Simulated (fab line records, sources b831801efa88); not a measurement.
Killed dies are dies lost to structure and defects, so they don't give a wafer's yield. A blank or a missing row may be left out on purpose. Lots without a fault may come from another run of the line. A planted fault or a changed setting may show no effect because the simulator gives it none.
fab line records | flow sky130
record lots=12 wafers=36 last_day=50
route steps=708 shown FIELD_ISO@17 NWELL@58 VT_ADJUST_LVTN@106 VT_ADJUST_PCH@153
lots that met no fault: from a run of the same line without faults
start_h: hours from the record's first day to the start of the lot's first wafer shown | wait_h: hours since the lot's step before | " the same as in the row above | L1.1+2: a row that stands for several wafers | - no value, or no start given | * or withheld: withheld | < > ~ a bound
route shown NAME@n: a module of which the file shows steps, and the number in the route of the first | usual: mean/standard deviation of fault-free wafers | same: alike in all rows | chamber/n: place in a boat | sites: the reading at each site | _std_site: their standard deviation | _edge_site: outer sites' mean less inner sites' | radius_mm: how far each site lies from the wafer's centre | mask NAME#n: copy n | behind: the tool/chamber that last shaped the wafer | hold: why the lot was held/for how many hours/how that ended | device: the transistor (n, p or np) that didn't switch | end of line: the same wafers' tests at the end of the route | a step without rows: its recipe alone | killed: dies lost to structure and defects at the first sort, not the wafer's yield | map: a wafer's dies, x killed, . not, _ none there
set.NAME: the setting as run; set.NAME@STEP: as run at that earlier step | model.NAME: the simulator's own value behind a step, which no gauge read
steps of the route over a sample of lots; a table a step, a row a wafer
services: from which hour (start_h, from the record's first day; less than 0 if before it) a tool's chamber was out of use, for how many hours, and why
## steps
# step SKY_FIELD_ISO_STRIP_16
# recipe chemistry=O2/N2 power_w=1400 pressure_mtorr=1500 platen_temp_c=withheld o2_flow_sccm=3000 n2_flow_sccm=300 overash_fraction=0.5
# usual drypump_motor_current_A=5.66/0.22 oes_product_au=0.378/0.0047 strip_time_to_endpoint_s=3.54/0.041
# columns lot.wafer tool chamber start_h wait_h drypump_motor_current_A oes_product_au rf_hours_counter_h strip_time_to_endpoint_s
L363.2 plasma_asher-02 0 28.96 0.0 5.35 0.371 32 3.54
L363.3 " 0 " " 5.35 0.386 - 3.60
L363.6 " 1 " " 5.46 0.375 - 3.57
L365.3 plasma_asher-02 0 39.88 0.1 5.35 0.368 - 3.52
L365.4 " 1 " " 5.51 0.382 - 3.53
L365.5 " 1 " " 5.50 0.375 - 3.56
L366.1 plasma_asher-01 0 44.91 0.0 5.74 0.366 24 3.49
L366.3 " 1 " " 5.90 0.379 - 3.56
L366.6 " 1 " " 5.88 0.373 - 3.47
L367.1 plasma_asher-03 0 50.96 0.0 6.00 0.385 38 3.54
L367.4 " 1 " " 5.64 0.385 - 3.54
L367.6 " 1 " " 5.65 0.377 - 3.54
L372.1 plasma_asher-02 1 78.00 0.0 5.50 0.380 37 3.59
L372.5 " 1 " " 5.50 0.379 - 3.62
L372.6 " 0 " " 5.35 0.375 - 3.49
L373.1 plasma_asher-01 0 82.85 0.0 5.72 0.369 27 3.53
L373.2 " 1 " " 5.88 0.382 27 3.57
L373.6 " 0 " " 5.74 0.374 - 3.56
L374.1 plasma_asher-03 0 90.55 0.0 6.05 0.371 40 3.47
L374.3 " 0 " " 6.01 0.381 - 3.58
L374.5 " 0 " " 6.04 0.375 - 3.49
L377.3 plasma_asher-01 0 106.08 0.1 5.70 0.369 - 3.59
L377.4 " 1 " " 5.92 0.378 - 3.48
L377.6 " 0 " " 5.69 0.373 - 3.49
L378.3 plasma_asher-01 1 114.78 0.1 5.89 0.380 - 3.60
L378.5 " 0 " " 5.75 0.378 - 3.61
L378.6 " 1 " " 5.87 0.378 - 3.52
L379.2 plasma_asher-01 0 116.60 0.1 5.71 0.372 31 3.49
L379.4 " 1 " " 5.89 0.381 - 3.55
L379.6 " 0 " " 5.72 0.376 - 3.48
L381.3 plasma_asher-01 0 124.98 0.1 5.72 0.381 - 3.52
L381.4 " 1 " " 5.88 0.371 - 3.50
L381.5 " 1 " " 5.87 0.380 - 3.48
L386.1 plasma_asher-01 1 147.51 0.0 5.88 0.376 35 3.53
L386.4 " 0 " " 5.70 0.375 - 3.50
L386.6 " 1 " " 5.86 0.382 - 3.48
# step SKY_NWELL_COAT_05
# recipe spin_rpm=2000 resist_thk_nm=3000
# columns lot.wafer tool chamber start_h wait_h
L363.2+3+6 litho_track-01 0 75.10 0.1
L365.3+4+5 litho_track-04 0 87.81 0.1
L366.1+3+6 litho_track-03 0 92.38 0.1
L367.1+4+6 litho_track-01 0 96.87 0.1
L372.1+5+6 litho_track-03 0 140.08 0.1
L373.1+2+6 litho_track-03 0 142.03 0.1
L374.1+3+5 litho_track-03 0 147.28 0.1
L377.3+4+6 litho_track-04 0 161.21 0.1
L378.3+5+6 litho_track-01 0 171.07 0.1
L379.2+4+6 litho_track-04 0 171.63 0.1
L381.3+4+5 litho_track-01 0 184.72 0.1
L386.1+4+6 litho_track-01 0 206.27 0.1
# step SKY_NWELL_STRIP_14
# recipe chemistry=O2/N2 power_w=1400 pressure_mtorr=1500 platen_temp_c=withheld o2_flow_sccm=3000 n2_flow_sccm=300 overash_fraction=0.5
# usual drypump_motor_current_A=5.7/0.47 oes_product_au=0.723/0.0047 strip_time_to_endpoint_s=36.90/0.11
# columns lot.wafer tool chamber start_h wait_h drypump_motor_current_A oes_product_au rf_hours_counter_h strip_time_to_endpoint_s
L363.2 plasma_asher-04 0 83.47 0.1 6.6 0.723 41 36.96
L363.3 " 1 " " 5.4 0.723 - 36.95
L363.6 " 1 " " 5.4 0.715 - 36.89
L365.3 plasma_asher-04 0 95.73 0.1 6.6 0.723 - 36.90
L365.4 " 1 " " 5.4 0.711 - 37.01
L365.5 " 0 " " 6.6 0.724 - 37.05
L366.1 plasma_asher-01 1 101.81 0.1 5.9 0.728 29 36.93
L366.3 " 1 " " 5.9 0.729 - 36.88
L366.6 " 0 " " 5.7 0.714 - 36.95
L367.1 plasma_asher-04 0 106.71 0.1 6.6 0.718 43 37.02
L367.4 " 0 " " 6.6 0.729 - 37.05
L367.6 " 0 " " 6.6 0.717 - 36.85
L372.1 plasma_asher-04 1 150.34 0.1 5.4 0.724 3 36.98
L372.5 " 0 " " 6.6 0.718 - 36.87
L372.6 " 1 " " 5.4 0.720 - 36.91
L373.1 plasma_asher-01 0 152.34 0.1 5.7 0.715 35 19.14
L373.2 " 1 " " 5.9 0.722 35 37.02
L373.6 " 0 " " 5.7 0.726 - 37.03
L374.1 plasma_asher-01 0 157.54 0.1 5.7 0.715 35 19.08
L374.3 " 0 " " 5.7 0.719 - 19.01
L374.5 " 1 " " 5.9 0.724 - 36.67
L377.3 plasma_asher-04 0 171.85 0.1 6.6 0.725 - 37.06
L377.4 " 1 " " 5.4 0.720 - 37.01
L377.6 " 0 " " 6.6 0.726 - 36.93
L378.3 plasma_asher-04 0 181.90 0.1 6.6 0.725 - 36.86
L378.5 " 0 " " 6.6 0.720 - 36.80
L378.6 " 1 " " 5.4 0.716 - 36.78
L379.2 plasma_asher-01 1 182.59 0.1 5.9 0.731 38 36.86
L379.4 " 0 " " 5.7 0.720 - 36.87
L379.6 " 0 " " 5.7 0.717 - 36.79
L381.3 plasma_asher-02 1 194.74 0.1 5.5 0.720 - 36.98
L381.4 " 0 " " 5.4 0.728 - 37.01
L381.5 " 0 " " 5.4 0.726 - 36.97
L386.1 plasma_asher-04 0 217.32 0.1 6.6 0.729 10 36.86
L386.4 " 1 " " 5.4 0.716 - 36.81
L386.6 " 1 " " 5.4 0.716 - 36.80
# step SKY_VT_ADJUST_LVTN_STRIP_09
# recipe chemistry=O2/N2 power_w=1400 pressure_mtorr=1500 platen_temp_c=withheld o2_flow_sccm=3000 n2_flow_sccm=300 overash_fraction=0.5
# usual drypump_motor_current_A=5.9/0.38 oes_product_au=0.722/0.0046 strip_time_to_endpoint_s=36.91/0.095
# columns lot.wafer tool chamber start_h wait_h drypump_motor_current_A oes_product_au rf_hours_counter_h strip_time_to_endpoint_s
L363.2 plasma_asher-03 0 136.81 0.1 6.0 0.718 44 36.96
L363.3 " 0 " " 6.0 0.735 - 37.05
L363.6 " 0 " " 6.0 0.724 - 36.97
L365.3 plasma_asher-03 0 151.73 0.1 6.1 0.722 - 36.72
L365.4 " 1 " " 5.6 0.723 - 36.78
L365.5 " 1 " " 5.6 0.725 - 36.97
L366.1 plasma_asher-04 1 157.73 0.1 5.4 0.717 4 36.83
L366.3 " 1 " " 5.4 0.727 - 36.87
L366.6 " 0 " " 6.6 0.724 - 36.90
L367.1 plasma_asher-04 0 164.58 0.1 6.6 0.722 4 36.78
L367.4 " 1 " " 5.4 0.721 - 36.81
L367.6 " 1 " " 5.4 0.722 - 36.77
L372.1 plasma_asher-03 0 212.38 0.1 6.0 0.720 52 36.75
L372.5 " 0 " " 6.1 0.728 - 36.82
L372.6 " 1 " " 5.6 0.715 - 36.92
L373.1 plasma_asher-03 0 215.14 0.1 6.0 0.723 52 36.93
L373.2 " 1 " " 5.6 0.720 52 36.94
L373.6 " 1 " " 5.7 0.714 - 37.00
L374.1 plasma_asher-04 1 220.33 0.1 5.4 0.721 10 37.02
L374.3 " 1 " " 5.4 0.717 - 37.03
L374.5 " 1 " " 5.4 0.722 - 36.97
L377.3 plasma_asher-03 0 237.29 0.1 6.0 0.727 - 36.80
L377.4 " 1 " " 5.6 0.719 - 36.80
L377.6 " 0 " " 6.0 0.719 - 36.71
L378.3 plasma_asher-04 1 248.09 0.1 5.4 0.725 - 37.03
L378.5 " 0 " " 6.6 0.722 - 36.99
L378.6 " 1 " " 5.4 0.726 - 37.01
L379.2 plasma_asher-01 1 248.54 0.1 5.9 0.719 44 36.99
L379.4 " 0 " " 5.7 0.719 - 36.90
L379.6 " 1 " " 5.9 0.726 - 36.94
L381.3 plasma_asher-03 0 263.13 0.1 6.0 0.730 - 36.91
L381.4 " 1 " " 5.7 0.721 - 36.99
L381.5 " 1 " " 5.7 0.722 - 37.06
L386.1 plasma_asher-01 0 288.69 0.1 5.7 0.719 49 37.02
L386.4 " 0 " " 5.7 0.721 - 37.04
L386.6 " 0 " " 5.7 0.726 - 37.02
# step SKY_VT_ADJUST_PCH_TW_MEAS_10
# usual VT_ADJUST_PCH_TW=142.3/2
# columns lot.wafer tool chamber start_h wait_h VT_ADJUST_PCH_TW
L363.2 film_metro-02 - 218.34 0.1 142.6
L363.3 " - " " 143.1
L363.6 " - " " 142.7
L365.3 film_metro-01 - 235.99 0.1 140.3
L365.4 " - " " 139.7
L365.5 " - " " 139.5
L366.1 film_metro-01 - 241.72 0.1 139.4
L366.3 " - " " 139.6
L366.6 " - " " 139.6
L367.1 film_metro-01 - 249.63 0.1 139.4
L367.4 " - " " 139.5
L367.6 " - " " 138.9
L372.1 film_metro-01 - 318.39 0.1 139.8
L372.5 " - " " 140.4
L372.6 " - " " 139.6
L373.1 film_metro-02 - 318.97 0.1 142.7
L373.2 " - " " 142.4
L373.6 " - " " 142.3
L374.1 film_metro-01 - 319.71 0.1 140.0
L374.3 " - " " 139.7
L374.5 " - " " 139.8
L377.3 film_metro-04 - 339.13 0.1 145.0
L377.4 " - " " 144.8
L377.6 " - " " 145.7
L378.3 film_metro-02 - 350.85 0.1 142.4
L378.5 " - " " 142.2
L378.6 " - " " 142.8
L379.2 film_metro-02 - 351.84 0.1 142.2
L379.4 " - " " 142.0
L379.6 " - " " 141.6
L381.3 film_metro-04 - 366.90 0.1 145.3
L381.4 " - " " 144.4
L381.5 " - " " 144.5
L386.1 film_metro-04 - 397.76 0.1 143.3
L386.4 " - " " 143.8
L386.6 " - " " 143.9
## services
# columns tool chamber start_h hours kind
plasma_asher-01 - 63.65 2.8 pm
plasma_asher-03 - 76.59 3.0 repair
plasma_asher-03 - 81.00 9.2 repair
plasma_asher-03 - 81.67 0.3 repair
plasma_asher-04 - 108.75 9.0 pm
plasma_asher-04 0 108.75 9.0 vent_cycle
plasma_asher-04 1 108.75 9.0 vent_cycle
plasma_asher-03 - 110.42 1.1 repair
plasma_asher-04 0 117.75 - clean
plasma_asher-04 1 117.75 - clean
plasma_asher-03 - 122.70 4.0 repair
plasma_asher-03 - 131.09 4.3 pm
plasma_asher-04 - 132.58 1.4 repair
plasma_asher-01 - 156.39 0.7 repair
plasma_asher-03 - 166.67 1.1 repair
plasma_asher-03 - 218.71 0.6 repair
plasma_asher-04 - 254.10 2.8 pm
plasma_asher-04 - 262.55 5.7 repair
plasma_asher-02 - 270.61 8.5 repair
## key
first_sign step=SKY_NWELL_STRIP_14 reading=strip_time_to_endpoint_s direction=down sigmas=99+ usual=* struck=*
effect none on later readings
met_at SKY_NWELL_COAT_05
struck_lots L373,L374
struck_wafers L373.1,L374.1,L374.3
tester_left_out L373,L374
not_acting_at SKY_FIELD_ISO_STRIP_16,SKY_VT_ADJUST_LVTN_STRIP_09,SKY_VT_ADJUST_PCH_TW_MEAS_10
onset_between 140.08 142.03
fault kind=process_parameter_drift tool=litho_track-03 chamber=- onset_h=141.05 steps=SKY_NWELL_COAT_05 channel=resist_thk_nm offset=-1524.9 shape=step end_h=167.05 scope=struck_wafers_only acts_in=these_recipes_only stated=3000
# tester_left_out: of these lots the tester's yield and bins aren't shown, on N5 and GAA mostly nor the transistor test; their killed dies are dies lost to structure and defects alone, not to doping, threshold or leakage, so they don't give the yield
